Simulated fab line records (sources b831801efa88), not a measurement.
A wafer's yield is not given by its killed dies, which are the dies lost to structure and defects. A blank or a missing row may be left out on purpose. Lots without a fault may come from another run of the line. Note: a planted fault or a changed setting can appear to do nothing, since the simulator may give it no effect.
fab line records	flow gf180mcu	part 1 of 2: steps 1 to 27 of 40
record lots=5	wafers=15	lastDay=34
route steps=602 shown VT_IMPLANT@129 MVSD@136 NWELL@137 LVPWELL@138 MVPSD@139 DUAL_GATE@141 POLY_GATE@157
lots with no fault: from the same line, run without faults
startH: the number of hours between the record's first day and the start of the first shown wafer of the lot	waitH: time in hours since the lot's previous step	" the same as in the row above	L1.1+2: a row that stands for several wafers	- either no value or no given start	* or withheld: withheld	< > ~ a bound
route shown NAME@n: a module of which the file shows steps, and the number in the route of the first	usual: mean/standard deviation taken from wafers without a fault	same: alike in all rows	chamber/n: place in a boat	sites: per-site readings	_std_site: the values' standard deviation	_edge_site: inner sites' mean taken away from outer sites' mean	radiusMm: how far each site lies from the wafer's centre	mask NAME#n: copy n	behind: the most recent tool/chamber to have shaped the wafer	hold: what put the lot on hold/how long, in hours/how the hold closed	device: transistor that didn't switch, given as n, p or np	end of line: tests run on the same wafers once the route is complete	a step given without rows: its recipe and nothing more	killed: dies that structure and defects cost at the first sort, which is not the same as the wafer's yield	map: dies across one wafer; x = killed, . = not, _ = none there
set.NAME: the run value of the setting; set.NAME@STEP: its run value at that earlier step	model.NAME: the simulator's own value behind a step, which no gauge read
lots at some steps of the route; a table a step, a row a wafer
services: the hour from which a tool's chamber was out of use, counted from the record's first day as startH (under 0 if before that day), plus the number of hours and why
## steps
# step GF_VT_IMPLANT_DEVELOP_39
# recipe developTimeS=60	devTempC=23
lot.wafer	tool	chamber	startH	waitH
L078.1+2+6	lithoTrack-02	0	182.65	0.1
L079.2+3+6	lithoTrack-02	0	187.92	0.1
L082.1+2+6	lithoTrack-01	0	207.79	0.1
L089.1+3+6	lithoTrack-02	0	255.75	0.1
L092.2+3+5	lithoTrack-02	0	295.32	0.1
# step GF_VT_IMPLANT_OVL_MEAS_40
# usual VT_IMPLANT_03_OVL=1.2/1.4
lot.wafer	tool	chamber	startH	waitH	VT_IMPLANT_03_OVL[nm]
L078.1	overlay-02	-	182.80	0.1	2.9
L078.2	"	-	"	"	1.3
L078.6	"	-	"	"	2.1
L079.2	overlay-01	-	188.06	0.1	-0.6
L079.3	"	-	"	"	1.7
L079.6	"	-	"	"	-0.1
L082.1	overlay-02	-	207.94	0.1	3.6
L082.2	"	-	"	"	3.2
L082.6	"	-	"	"	1.6
L089.1	overlay-02	-	255.90	0.1	-0.6
L089.3	"	-	"	"	2.7
L089.6	"	-	"	"	0.4
L092.2	overlay-01	-	295.45	0.1	2.5
L092.3	"	-	"	"	1.2
L092.5	"	-	"	"	1.2
# step GF_VT_IMPLANT_IMPLANT_41
# recipe species=As	energyKev=70	doseCm2=1.013e+12	tiltDeg=7
lot.wafer	tool	chamber	startH	waitH
L078.1+2+6	implanter-04	0	182.84	0.0
L079.2+3+6	implanter-04	0	188.11	0.0
L082.1+2+6	implanter-03	0	207.98	0.0
L089.1+3+6	implanter-01	0	255.93	0.0
L092.2+3+5	implanter-01	0	295.51	0.0
# step GF_VT_IMPLANT_STRIP_42
# recipe chemistry=O2/N2	powerW=1400	pressureMtorr=1500	platenTempC=250	o2FlowSccm=3000	n2FlowSccm=300	overashFraction=0.5
# usual drypumpMotorCurrentA=5.8/0.43	heaterPowerW=350/36	n2FlowSccm=300.1/0.91	oesProductAu=0.715/0.0046	stripTimeToEndpointS=12.63/0.035
lot.wafer	tool	chamber	startH	waitH	drypumpMotorCurrentA	heaterPowerW	n2FlowSccm	oesProductAu	rfHoursCounterH	stripTimeToEndpointS
L078.1	plasmaAsher-02	0	182.99	0.1	5.6	341	300.8	0.714	55	12.62
L078.2	"	1	"	"	5.5	315	300.6	0.715	55	12.63
L078.6	"	0	"	"	5.6	330	301.0	0.717	-	12.66
L079.2	plasmaAsher-04	0	188.24	0.1	6.1	302	298.4	0.721	38	12.63
L079.3	"	0	"	"	6.1	303	299.2	0.711	-	12.61
L079.6	"	1	"	"	5.6	414	299.2	0.713	-	12.58
L082.1	plasmaAsher-04	0	208.13	0.1	6.1	307	302.1	0.713	40	12.65
L082.2	"	1	"	"	5.6	403	300.9	0.716	40	12.64
L082.6	"	1	"	"	5.6	395	300.8	0.725	-	12.63
L089.1	plasmaAsher-04	0	256.08	0.1	6.1	300	300.2	0.706	45	12.59
L089.3	"	0	"	"	6.1	318	300.9	0.721	-	12.62
L089.6	"	1	"	"	5.6	407	300.9	0.719	-	12.59
L092.2	plasmaAsher-01	1	295.63	0.1	5.6	380	300.4	0.712	65	12.62
L092.3	"	1	"	"	5.6	388	301.1	0.712	-	12.64
L092.5	"	1	"	"	5.6	400	300.5	0.718	-	12.64
# step GF_VT_IMPLANT_TW_MEAS_43
# usual VT_IMPLANT_4_TW=696/11
lot.wafer	tool	chamber	startH	waitH	VT_IMPLANT_4_TW
L078.1	filmMetro-02	-	183.09	0.1	711
L078.2	"	-	"	"	712
L078.6	"	-	"	"	710
L079.2	filmMetro-04	-	188.35	0.1	697
L079.3	"	-	"	"	697
L079.6	"	-	"	"	697
L082.1	filmMetro-04	-	208.23	0.1	695
L082.2	"	-	"	"	699
L082.6	"	-	"	"	700
L089.1	filmMetro-02	-	256.18	0.1	709
L089.3	"	-	"	"	712
L089.6	"	-	"	"	708
L092.2	filmMetro-04	-	295.74	0.1	692
L092.3	"	-	"	"	691
L092.5	"	-	"	"	692
# step GF_VT_IMPLANT_CLEAN_44
# recipe chemistry=SC1/SC2	mix=1:4:20	tempC=70	timeS=150	dry=n2Spin
# usual bathGuardTempC=70.0/0.52	tempC=69.98/0.13
lot.wafer	tool	chamber	startH	waitH	bathGuardTempC	tempC
L078.1	wetBench-04	1	183.15	0.1	69.7	69.96
L078.2	"	1	"	"	69.9	69.96
L078.6	"	1	"	"	70.0	70.09
L079.2	wetBench-01	3	188.40	0.0	69.7	70.10
L079.3	"	3	"	"	70.4	70.21
L079.6	"	3	"	"	70.1	70.25
L082.1	wetBench-01	1	208.29	0.1	70.2	70.04
L082.2	"	1	"	"	70.9	69.78
L082.6	"	1	"	"	70.8	69.90
L089.1	wetBench-01	1	256.24	0.1	70.8	70.03
L089.3	"	1	"	"	70.5	70.00
L089.6	"	1	"	"	70.6	69.87
L092.2	wetBench-04	3	295.79	0.0	70.3	69.77
L092.3	"	3	"	"	70.5	69.87
L092.5	"	3	"	"	70.7	69.68
# step GF_VT_IMPLANT_RTA_45
# recipe tempC=1050	timeS=30	ambient=N2
# usual lampPowerPct=33.8/1.8	wafer_temp_C_max=1055.1/1.9
lot.wafer	tool	chamber	startH	waitH	lampPowerPct	wafer_temp_C_max
L078.1	rtpAnneal-01	0	183.20	0.0	31.7	1058.5
L078.2	"	0	"	"	31.7	1058.1
L078.6	"	0	"	"	31.6	1059.7
L079.2	rtpAnneal-02	0	188.46	0.0	35.3	1055.2
L079.3	"	0	"	"	35.4	1053.6
L079.6	"	0	"	"	35.3	1054.3
L082.1	rtpAnneal-01	0	208.34	0.0	31.7	1057.0
L082.2	"	0	"	"	31.7	1056.9
L082.6	"	0	"	"	31.7	1057.7
L089.1	rtpAnneal-02	0	256.30	0.0	35.3	1054.2
L089.3	"	0	"	"	35.4	1053.2
L089.6	"	0	"	"	35.4	1053.2
L092.2	rtpAnneal-02	0	295.86	0.0	35.3	1053.5
L092.3	"	0	"	"	35.3	1052.6
L092.5	"	0	"	"	35.3	1053.2
# step GF_VT_IMPLANT_RS_MEAS_46
# recipe thkMeasGauge=four-point-probe
# usual MVSD_RS=457.1/1.3
lot.wafer	tool	chamber	startH	waitH	MVSD_RS[ohm/sq]
L078.1	filmMetro-02	-	183.30	0.1	457.0
L078.2	"	-	"	"	457.5
L078.6	"	-	"	"	458.8
L079.2	filmMetro-02	-	188.57	0.1	456.4
L079.3	"	-	"	"	455.6
L079.6	"	-	"	"	455.9
L082.1	filmMetro-02	-	208.44	0.1	456.0
L082.2	"	-	"	"	455.6
L082.6	"	-	"	"	456.5
L089.1	filmMetro-01	-	256.40	0.1	456.4
L089.3	"	-	"	"	456.2
L089.6	"	-	"	"	455.8
L092.2	filmMetro-02	-	295.96	0.1	456.8
L092.3	"	-	"	"	458.1
L092.5	"	-	"	"	457.0
# step GF_VT_IMPLANT_RS_MEAS_47
# recipe thkMeasGauge=four-point-probe
# usual NWELL_RS=488.3/1.4
lot.wafer	tool	chamber	startH	waitH	NWELL_RS[ohm/sq]
L078.1	filmMetro-02	-	183.42	0.1	488.1
L078.2	"	-	"	"	489.5
L078.6	"	-	"	"	488.0
L079.2	filmMetro-02	-	188.69	0.1	485.1
L079.3	"	-	"	"	486.4
L079.6	"	-	"	"	485.3
L082.1	filmMetro-02	-	208.56	0.1	487.5
L082.2	"	-	"	"	486.8
L082.6	"	-	"	"	486.6
L089.1	filmMetro-01	-	256.52	0.1	488.4
L089.3	"	-	"	"	488.9
L089.6	"	-	"	"	489.0
L092.2	filmMetro-02	-	296.08	0.1	489.5
L092.3	"	-	"	"	488.3
L092.5	"	-	"	"	489.8
# step GF_VT_IMPLANT_RS_MEAS_48
# recipe thkMeasGauge=four-point-probe
# usual LVPWELL_RS=1198.3/2.5
lot.wafer	tool	chamber	startH	waitH	LVPWELL_RS[ohm/sq]
L078.1	filmMetro-02	-	183.54	0.1	1197.4
L078.2	"	-	"	"	1199.9
L078.6	"	-	"	"	1198.0
L079.2	filmMetro-02	-	188.81	0.1	1195.7
L079.3	"	-	"	"	1196.6
L079.6	"	-	"	"	1198.2
L082.1	filmMetro-02	-	208.68	0.1	1198.0
L082.2	"	-	"	"	1197.3
L082.6	"	-	"	"	1194.7
L089.1	filmMetro-01	-	256.64	0.1	1194.7
L089.3	"	-	"	"	1199.3
L089.6	"	-	"	"	1193.8
L092.2	filmMetro-02	-	296.20	0.1	1199.7
L092.3	"	-	"	"	1201.1
L092.5	"	-	"	"	1199.1
# step GF_VT_IMPLANT_RS_MEAS_49
# recipe thkMeasGauge=four-point-probe
# usual MVPSD_RS=1169.3/2.7
lot.wafer	tool	chamber	startH	waitH	MVPSD_RS[ohm/sq]
L078.1	filmMetro-02	-	183.66	0.1	1165.3
L078.2	"	-	"	"	1167.9
L078.6	"	-	"	"	1164.8
L079.2	filmMetro-02	-	188.93	0.1	1171.2
L079.3	"	-	"	"	1171.0
L079.6	"	-	"	"	1169.6
L082.1	filmMetro-02	-	208.80	0.1	1165.4
L082.2	"	-	"	"	1166.3
L082.6	"	-	"	"	1169.7
L089.1	filmMetro-01	-	256.76	0.1	1164.6
L089.3	"	-	"	"	1167.4
L089.6	"	-	"	"	1168.5
L092.2	filmMetro-02	-	296.32	0.1	1167.1
L092.3	"	-	"	"	1165.5
L092.5	"	-	"	"	1167.5
# step GF_VT_IMPLANT_WET_ETCH_50
# recipe chemistry=dHF	targetDepthNm=20	target=SiO2	tempC=25	dilution=100:1	timeS=400
# usual tempC=25.02/0.094
lot.wafer	tool	chamber	startH	waitH	tempC
L078.1	wetBench-04	0	183.79	0.1	25.08
L078.2	"	0	"	"	25.11
L078.6	"	0	"	"	25.08
L079.2	wetBench-01	3	189.03	0.1	24.99
L079.3	"	3	"	"	25.00
L079.6	"	3	"	"	25.15
L082.1	wetBench-03	1	208.92	0.1	24.95
L082.2	"	1	"	"	25.01
L082.6	"	1	"	"	25.12
L089.1	wetBench-03	2	256.88	0.1	25.03
L089.3	"	2	"	"	25.14
L089.6	"	2	"	"	25.03
L092.2	wetBench-04	1	296.42	0.1	25.00
L092.3	"	1	"	"	24.95
L092.5	"	1	"	"	25.07
# step GF_DUAL_GATE_CLEAN_00
# recipe chemistry=SC1/SC2	mix=1:4:20	tempC=70	timeS=150
# usual bathGuardTempC=69.8/0.3	tempC=70.00/0.11
lot.wafer	tool	chamber	startH	waitH	bathGuardTempC	tempC
L078.1	wetBench-04	1	183.92	0.0	69.7	70.12
L078.2	"	1	"	"	69.5	70.16
L078.6	"	1	"	"	69.8	69.86
L079.2	wetBench-03	3	189.14	0.0	69.9	70.13
L079.3	"	3	"	"	70.0	70.02
L079.6	"	3	"	"	69.6	69.95
L082.1	wetBench-01	2	209.06	0.0	69.6	69.96
L082.2	"	2	"	"	69.4	69.86
L082.6	"	2	"	"	69.5	69.97
L089.1	wetBench-04	0	257.01	0.0	69.7	70.01
L089.3	"	0	"	"	69.4	70.04
L089.6	"	0	"	"	69.4	69.69
L092.2	wetBench-03	3	296.54	0.0	70.0	69.89
L092.3	"	3	"	"	69.6	70.08
L092.5	"	3	"	"	70.3	70.11
# step GF_DUAL_GATE_CLEAN_01
# recipe chemistry=dHF	timeS=20	dilution=100:1	dry=ipaMarangoni
lot.wafer	tool	chamber	startH	waitH
L078.1+2+6	wetBench-01	2	183.97	0.0
L079.2+3+6	wetBench-01	3	189.19	0.0
L082.1+2+6	wetBench-04	1	209.11	0.0
L089.1+3+6	wetBench-03	0	257.06	0.0
L092.2+3+5	wetBench-04	3	296.59	0.0
# step GF_DUAL_GATE_OXIDATION_02
# recipe tempC=900	ambient=O2	stabiliseS=600	purgeS=300	targetThkA=108.87	oxTimeS=1602
# usual zonePowerCentrePct=19.2/1.3
lot.wafer	tool	chamber	startH	waitH	zonePowerCentrePct
L078.1	furnace-01	0	183.99	0.0	20.8
L078.2	"	0	"	"	21.1
L078.6	"	0	"	"	20.7
L079.2	furnace-02	0	189.21	0.0	18.0
L079.3	"	0	"	"	18.3
L079.6	"	0	"	"	17.8
L082.1	furnace-01	0	209.13	0.0	20.5
L082.2	"	0	"	"	21.0
L082.6	"	0	"	"	20.8
L089.1	furnace-02	0	257.87	0.8	18.1
L089.3	"	0	"	"	18.2
L089.6	"	0	"	"	17.9
L092.2	furnace-02	0	297.34	0.7	18.0
L092.3	"	0	"	"	17.9
L092.5	"	0	"	"	18.1
# step GF_DUAL_GATE_THK_MEAS_03
# recipe reads=SiO2_of_DUAL_GATE_OXIDATION_02
# usual DUAL_GATE_OXIDATION_00_THK=10.95/0.2
lot.wafer	tool	chamber	startH	waitH	DUAL_GATE_OXIDATION_00_THK[nm]
L078.1	filmMetro-03	-	185.43	0.0	11.06
L078.2	"	-	"	"	11.39
L078.6	"	-	"	"	11.27
L079.2	filmMetro-01	-	190.66	0.0	11.06
L079.3	"	-	"	"	11.23
L079.6	"	-	"	"	11.04
L082.1	filmMetro-03	-	210.57	0.0	10.77
L082.2	"	-	"	"	10.80
L082.6	"	-	"	"	10.64
L089.1	filmMetro-04	-	259.32	0.0	10.85
L089.3	"	-	"	"	10.91
L089.6	"	-	"	"	10.85
L092.2	filmMetro-01	-	298.79	0.0	10.92
L092.3	"	-	"	"	10.80
L092.5	"	-	"	"	10.93
# step GF_DUAL_GATE_DEHYDRATE_04
# recipe tempC=200	timeS=60
# usual plateTempC=199.99/0.16
lot.wafer	tool	chamber	startH	waitH	plateTempC
L078.1	lithoTrack-03	0	193.07	7.6	199.85
L078.2	"	0	"	"	199.99
L078.6	"	0	"	"	199.90
L079.2	lithoTrack-03	0	198.84	8.2	200.01
L079.3	"	0	"	"	200.41
L079.6	"	0	"	"	200.10
L082.1	lithoTrack-04	0	218.36	7.8	199.81
L082.2	"	0	"	"	200.19
L082.6	"	0	"	"	200.05
L089.1	lithoTrack-01	0	268.24	8.9	199.92
L089.3	"	0	"	"	199.86
L089.6	"	0	"	"	200.01
L092.2	lithoTrack-04	0	308.04	9.2	199.89
L092.3	"	0	"	"	199.97
L092.5	"	0	"	"	199.93
# step GF_DUAL_GATE_HMDS_05
# recipe primeTimeS=60	primeTempC=120
lot.wafer	tool	chamber	startH	waitH
L078.1+2+6	lithoTrack-03	0	193.22	0.1
L079.2+3+6	lithoTrack-03	0	198.99	0.1
L082.1+2+6	lithoTrack-04	0	218.51	0.1
L089.1+3+6	lithoTrack-01	0	268.39	0.1
L092.2+3+5	lithoTrack-04	0	308.19	0.1
# step GF_DUAL_GATE_COAT_06
# recipe resist=NOVOLAK	spinRpm=3000	resistThkNm=1000
lot.wafer	tool	chamber	startH	waitH
L078.1+2+6	lithoTrack-03	0	193.37	0.1
L079.2+3+6	lithoTrack-03	0	199.14	0.1
L082.1+2+6	lithoTrack-04	0	218.66	0.1
L089.1+3+6	lithoTrack-01	0	268.54	0.1
L092.2+3+5	lithoTrack-04	0	308.34	0.1
# step GF_DUAL_GATE_SOFTBAKE_07
# recipe tempC=90	timeS=60	resist=NOVOLAK
# usual plateTempC=90.02/0.14
lot.wafer	tool	chamber	startH	waitH	plateTempC
L078.1	lithoTrack-03	0	193.52	0.1	89.91
L078.2	"	0	"	"	89.88
L078.6	"	0	"	"	89.94
L079.2	lithoTrack-03	0	199.29	0.1	90.11
L079.3	"	0	"	"	90.27
L079.6	"	0	"	"	90.27
L082.1	lithoTrack-04	0	218.81	0.1	90.06
L082.2	"	0	"	"	89.98
L082.6	"	0	"	"	90.21
L089.1	lithoTrack-01	0	268.69	0.1	89.86
L089.3	"	0	"	"	89.98
L089.6	"	0	"	"	89.87
L092.2	lithoTrack-04	0	308.49	0.1	89.85
L092.3	"	0	"	"	90.16
L092.5	"	0	"	"	89.95
# step GF_DUAL_GATE_EXPOSE_08
# recipe maskId=Dualgate	targetCdNm=700	na=0.6	sourceShape=conventional	sigmaOuter=0.6	doseMj=140
# same na=0.6
lot.wafer	tool	chamber	startH	waitH	mask
L078.1+2+6	ilineStepper-01	0	-	-	Dualgate#0
L079.2+3+6	ilineStepper-01	0	-	-	Dualgate#0
L082.1+2+6	ilineStepper-02	0	-	-	Dualgate#0
L089.1+3+6	ilineStepper-02	0	-	-	Dualgate#0
L092.2+3+5	ilineStepper-02	0	-	-	Dualgate#0
# step GF_DUAL_GATE_PEB_09
# recipe tempC=withheld	timeS=*	resist=NOVOLAK
lot.wafer	tool	chamber	startH	waitH
L078.1+2+6	lithoTrack-04	0	-	-
L079.2+3+6	lithoTrack-01	0	-	-
L082.1+2+6	lithoTrack-03	0	-	-
L089.1+3+6	lithoTrack-01	0	-	-
L092.2+3+5	lithoTrack-03	0	-	-
# step GF_DUAL_GATE_DEVELOP_10
# recipe developTimeS=60	devTempC=23
lot.wafer	tool	chamber	startH	waitH
L078.1+2+6	lithoTrack-04	0	202.01	0.1
L079.2+3+6	lithoTrack-01	0	208.12	0.1
L082.1+2+6	lithoTrack-03	0	227.86	0.1
L089.1+3+6	lithoTrack-01	0	278.54	0.1
L092.2+3+5	lithoTrack-03	0	318.64	0.1
# step GF_DUAL_GATE_OVL_MEAS_11
# usual DUAL_GATE_OVL=-0.5/1.4
lot.wafer	tool	chamber	startH	waitH	DUAL_GATE_OVL[nm]
L078.1	overlay-02	-	202.16	0.1	-0.1
L078.2	"	-	"	"	-1.0
L078.6	"	-	"	"	0.3
L079.2	overlay-01	-	208.25	0.1	1.9
L079.3	"	-	"	"	-0.3
L079.6	"	-	"	"	-0.3
L082.1	overlay-01	-	228.01	0.1	-2.4
L082.2	"	-	"	"	-1.7
L082.6	"	-	"	"	1.5
L089.1	overlay-01	-	278.69	0.1	-1.5
L089.3	"	-	"	"	-1.9
L089.6	"	-	"	"	1.1
L092.2	overlay-02	-	318.77	0.1	0.0
L092.3	"	-	"	"	-1.4
L092.5	"	-	"	"	0.6
# step GF_DUAL_GATE_WET_ETCH_12
# recipe chemistry=dHF	targetDepthNm=13	dry=n2Spin	target=SiO2	tempC=25	dilution=100:1	timeS=260
# usual tempC=24.99/0.11
lot.wafer	tool	chamber	startH	waitH	tempC
L078.1	wetBench-04	1	202.20	0.0	25.17
L078.2	"	1	"	"	24.96
L078.6	"	1	"	"	25.11
L079.2	wetBench-03	3	208.28	0.0	25.07
L079.3	"	3	"	"	25.10
L079.6	"	3	"	"	25.18
L082.1	wetBench-04	0	228.05	0.0	24.94
L082.2	"	0	"	"	25.04
L082.6	"	0	"	"	24.84
L089.1	wetBench-04	1	278.73	0.0	25.11
L089.3	"	1	"	"	24.91
L089.6	"	1	"	"	24.92
L092.2	wetBench-01	3	318.80	0.0	24.97
L092.3	"	3	"	"	24.73
L092.5	"	3	"	"	24.83
# step GF_DUAL_GATE_STRIP_13
# recipe chemistry=O2/N2	powerW=1400	pressureMtorr=1500	platenTempC=250	o2FlowSccm=3000	n2FlowSccm=300	overashFraction=0.5
# usual drypumpMotorCurrentA=5.9/0.58	heaterPowerW=352/34	n2FlowSccm=300.0/0.87	oesProductAu=0.716/0.005	stripTimeToEndpointS=12.62/0.036
lot.wafer	tool	chamber	startH	waitH	drypumpMotorCurrentA	heaterPowerW	n2FlowSccm	oesProductAu	rfHoursCounterH	stripTimeToEndpointS
L078.1	plasmaAsher-03	1	202.29	0.0	5.1	339	298.9	0.713	9	12.64
L078.2	"	0	"	"	5.5	309	299.6	0.710	9	12.62
L078.6	"	0	"	"	5.5	309	299.2	0.705	-	12.68
L079.2	plasmaAsher-01	1	208.38	0.0	5.6	401	299.4	0.711	56	12.65
L079.3	"	1	"	"	5.6	399	299.8	0.712	-	12.57
L079.6	"	1	"	"	5.6	401	300.2	0.720	-	12.63
L082.1	plasmaAsher-04	0	228.14	0.0	6.1	314	300.1	0.709	42	12.65
L082.2	"	1	"	"	5.6	397	299.6	0.712	42	12.64
L082.6	"	0	"	"	6.1	303	301.3	0.716	-	12.62
L089.1	plasmaAsher-01	0	278.81	0.0	6.7	346	299.3	0.714	63	12.66
L089.3	"	0	"	"	6.7	345	299.6	0.713	-	12.67
L089.6	"	1	"	"	5.6	393	298.8	0.717	-	12.66
L092.2	plasmaAsher-01	1	318.88	0.0	5.6	382	299.9	0.720	67	12.58
L092.3	"	1	"	"	5.6	387	298.7	0.719	-	12.57
L092.5	"	1	"	"	5.6	384	299.6	0.709	-	12.63
# step GF_DUAL_GATE_CLEAN_14
# recipe chemistry=SC1/SC2	mix=1:4:20	tempC=70	timeS=150	dry=n2Spin
# usual bathGuardTempC=69.8/0.38	tempC=70.00/0.13
lot.wafer	tool	chamber	startH	waitH	bathGuardTempC	tempC
L078.1	wetBench-04	2	202.39	0.1	70.3	69.92
L078.2	"	2	"	"	70.2	69.83
L078.6	"	2	"	"	70.4	69.80
L079.2	wetBench-01	0	208.48	0.1	70.3	70.08
L079.3	"	0	"	"	69.7	70.05
L079.6	"	0	"	"	70.0	70.21
L082.1	wetBench-04	0	228.24	0.1	69.3	69.89
L082.2	"	0	"	"	70.0	70.09
L082.6	"	0	"	"	69.5	69.89
L089.1	wetBench-03	1	278.91	0.1	70.0	70.03
L089.3	"	1	"	"	70.1	70.27
L089.6	"	1	"	"	70.5	70.08
L092.2	wetBench-04	0	318.98	0.1	69.3	69.81
L092.3	"	0	"	"	69.5	69.80
L092.5	"	0	"	"	69.4	69.79
